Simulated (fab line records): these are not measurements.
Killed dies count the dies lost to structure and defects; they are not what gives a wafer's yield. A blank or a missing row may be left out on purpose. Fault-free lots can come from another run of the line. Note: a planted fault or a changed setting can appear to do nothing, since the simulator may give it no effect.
Comparing a struck lot with a sound one / flow sky130 / 17 steps out of a route of 708
Sound: the wafers L352.1, L352.2, L352.3. Struck: wafers L344.5, L344.6. (L344.2 of the same lot was not struck and is left out.) The cause comes at the end.
At each step with rows: each side's tool, then ch and its chambers, then its first start. Under that, the readings that differ: sound wafers / struck wafers / difference of the means / sigmas: that difference in standard deviations of wafers without a fault.
alike: words and numbers the same on both sides, and readings whose means are apart by under 2 such deviations; not compared: readings that were withheld, readings missing a value for some wafer, numbers with overlapping values and no deviation given by the record, and bounds like >300 which may hide the same value.
The two part at a step that has a row with sigmas, a row that says differs or no value, or rows on one side only. Numbers that don't overlap but have no deviation are shown without sigmas and don't part them. A reading missing from all wafers of one side parts the sides only when that side holds two or more wafers.

SKY_VIA2_CMP_02: polishes SiO2.
  sound on cmp-02 ch 0,1,2, day 40 01:50; struck on cmp-02 ch 1,2, day 37 13:50
  alike: motorCurrentA
SKY_VIA2_BOW_MEAS_03:
  struck on filmMetro-02, day 37 14:07; sound on filmMetro-02, day 40 02:08
  alike: VIA2_BOW
then, 8 steps without rows for these wafers: SKY_VIA2_DEHYDRATE_04 (time 60 s); SKY_VIA2_HMDS_05 (prime time 60 s); SKY_VIA2_COAT_06 (resist thk 60 nm); SKY_VIA2_COAT_07 (resist thk 450 nm); SKY_VIA2_SOFTBAKE_08 (time 90 s); SKY_VIA2_EXPOSE_09 (exposes mask VIM2, target cd 200 nm); SKY_VIA2_PEB_10; SKY_VIA2_DEVELOP_11 (develop time 60 s).
SKY_VIA2_CD_MEAS_12: target cd 200 nm.
  struck on cdSem-01, day 38 15:29; sound on cdSem-02, day 41 02:14
  alike: cdNm
SKY_VIA2_OVL_MEAS_13:
  struck on overlay-02, day 38 15:35; sound on overlay-02, day 41 02:22
  alike: VIA2_OVL
SKY_VIA2_ETCH_14: etches BARC in N2/H2, stops on SiO2, time 45.9 s, target depth 60 nm.
  sound on rieDiel-03 ch 1,2,3, day 41 02:23; struck on rieDiel-02 ch 2,3, day 38 15:37
reading=oesProductAu (a.u.); sound=0.854 0.854 0.851; struck=0.980 0.996; difference=+0.135; sigmas=+30
reading=rfHoursCounterH (h); sound=20 6 4; struck=- -; difference=no value on the struck wafers; sigmas=
reading=runLengthS (s); sound=73.9 74.0 74.9; struck=66.1 66.3; difference=-8.1; sigmas=-18
reading=throttleValvePct (%); sound=13.220 13.209 13.215; struck=13.242 13.252; difference=+0.032; sigmas=+3
reading=model.KrF-thick_of_VIA2_COAT_07.thkNm (nm); sound=393.8 393.1 393.4; struck=403 402.2; difference=+9; sigmas=
  alike: drypumpMotorCurrentA, h2FlowSccm
SKY_VIA2_ETCH_15: etches SiO2 in C4F8/O2/Ar, stops on TiN, target depth 546 nm, time 84 s.
  sound on rieDiel-03 ch 1,2,3, day 41 02:26; struck on rieDiel-02 ch 2,3, day 38 15:40
reading=oesProductAu (a.u.); sound=0.944 0.942 0.943; struck=0.870 0.939; difference=-0.038; sigmas=-7
reading=rfHoursCounterH (h); sound=20 6 4; struck=- -; difference=no value on the struck wafers; sigmas=
reading=model.KrF-thick_of_VIA2_COAT_07.thkNm (nm); sound=286.7 283.2 284.5; struck=297.6 292.4; difference=+10.2; sigmas=
  alike: runLengthS
SKY_VIA2_STRIP_16: strips in O2/N2.
  sound on plasmaAsher-01 ch 0,1, day 41 02:30; struck on plasmaAsher-01 ch 0,1, day 38 15:44
reading=stripTimeToEndpointS (s); sound=4.09 4.04 4.06; struck=4.19 4.14; difference=+0.10; sigmas=+3
  alike: drypumpMotorCurrentA, oesProductAu
  not compared: rfHoursCounterH
then, 1 step without rows for these wafers: SKY_VIA2_STRIP_17 (strips in post etch residue remover, time 1200 s).
-- the record jumps here: 9 days lie between the struck wafers' starts before and after (it left off in module VIA2 and takes up again in module PAD_OPEN, whose first step shown is number 708 of the route) --
SKY_PAD_OPEN_PROBE_99:
  struck on prober-01, day 47 17:01; sound on prober-01, day 49 12:14
reading=model.etest.via2Chain.rcOhm; sound=8.86 9.711 10.04; struck=13.25 10.1; difference=+2.14; sigmas=

## WHERE THEY PART
Last at SKY_VIA2_STRIP_16 as far as this record goes, first at SKY_VIA2_ETCH_14.

WHY: the cause the simulator had injected
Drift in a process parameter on rieDiel-02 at SKY_VIA2_ETCH_14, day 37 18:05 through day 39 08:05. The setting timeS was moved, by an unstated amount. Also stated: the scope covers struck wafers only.
